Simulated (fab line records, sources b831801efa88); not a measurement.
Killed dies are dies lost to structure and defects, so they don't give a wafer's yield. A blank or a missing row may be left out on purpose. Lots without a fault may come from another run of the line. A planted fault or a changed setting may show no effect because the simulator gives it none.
Chamber matching | flow gf180mcu | GF_CONTACT_ETCH_16 on rie_diel-03: 4 sister chambers
The step etches BARC in N2/H2. 8 wafers are shown with their chamber, then 11 later ones without.

WAFERS WITH THEIR CHAMBER
wafer  | chamber | throttle_valve_pct (%) | oes_product_au (a.u.)
L088.4 | 3       | 13.229                 | 0.842
L089.2 | 0       | 13.231                 | 0.865
L089.3 | 2       | 13.230                 | 0.857
L089.4 | 2       | 13.224                 | 0.855
L090.1 | 1       | 13.210                 | 0.852
L090.3 | 3       | 13.228                 | 0.848
L090.4 | 0       | 13.220                 | 0.852
L093.1 | 1       | 13.216                 | 0.850

WAFERS WITHOUT THEIR CHAMBER
wafer  | throttle_valve_pct (%) | oes_product_au (a.u.)
L093.2 | 13.234                 | 0.860
L093.3 | 13.237                 | 0.850
L093.4 | 13.231                 | 0.845
L093.5 | 13.206                 | 0.860
L093.6 | 13.238                 | 0.849
L095.1 | 13.222                 | 0.853
L095.2 | 13.243                 | 0.850
L095.3 | 13.223                 | 0.854
L095.4 | 13.233                 | 0.852
L095.5 | 13.219                 | 0.853
L095.6 | 13.228                 | 0.851

WHICH CHAMBER EACH WENT THROUGH
wafer  | from the rows above               | in truth
L093.2 | can't be placed: 2 or 0 or 3      | 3
L093.3 | can't be placed: 3 or 2 or 0      | 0
L093.4 | can't be placed: 3 or 2           | 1
L093.5 | can't be placed: 1 or 0           | 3
L093.6 | can't be placed: 3 or 2 or 0      | 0
L095.1 | can't be placed: 2 or 0 or 1 or 3 | 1
L095.2 | can't be placed: 3 or 2 or 0      | 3
L095.3 | can't be placed: 2 or 0 or 3 or 1 | 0
L095.4 | can't be placed: 2 or 3 or 0      | 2
L095.5 | can't be placed: 1 or 0 or 2 or 3 | 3
L095.6 | can't be placed: 2 or 3 or 0      | 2
Placed correctly: 0 of 11. Can't be placed from these rows: 11 (the true chamber is among the candidates in 9). Placed wrongly: 0.
How it was worked out, from the rows above alone: a wafer's distance from a chamber is the root of the sum, over the readings, of the square of ((its reading less the chamber's mean) divided by the reading's scatter). The wafer belongs to the nearest chamber; if the next one is less than 2 further off, it can't be placed. A chamber's mean is the mean of its shown wafers. The scatter: the root of (the sum of the squares of (reading less its chamber's mean) over the shown wafers, divided by (wafers less chambers)).
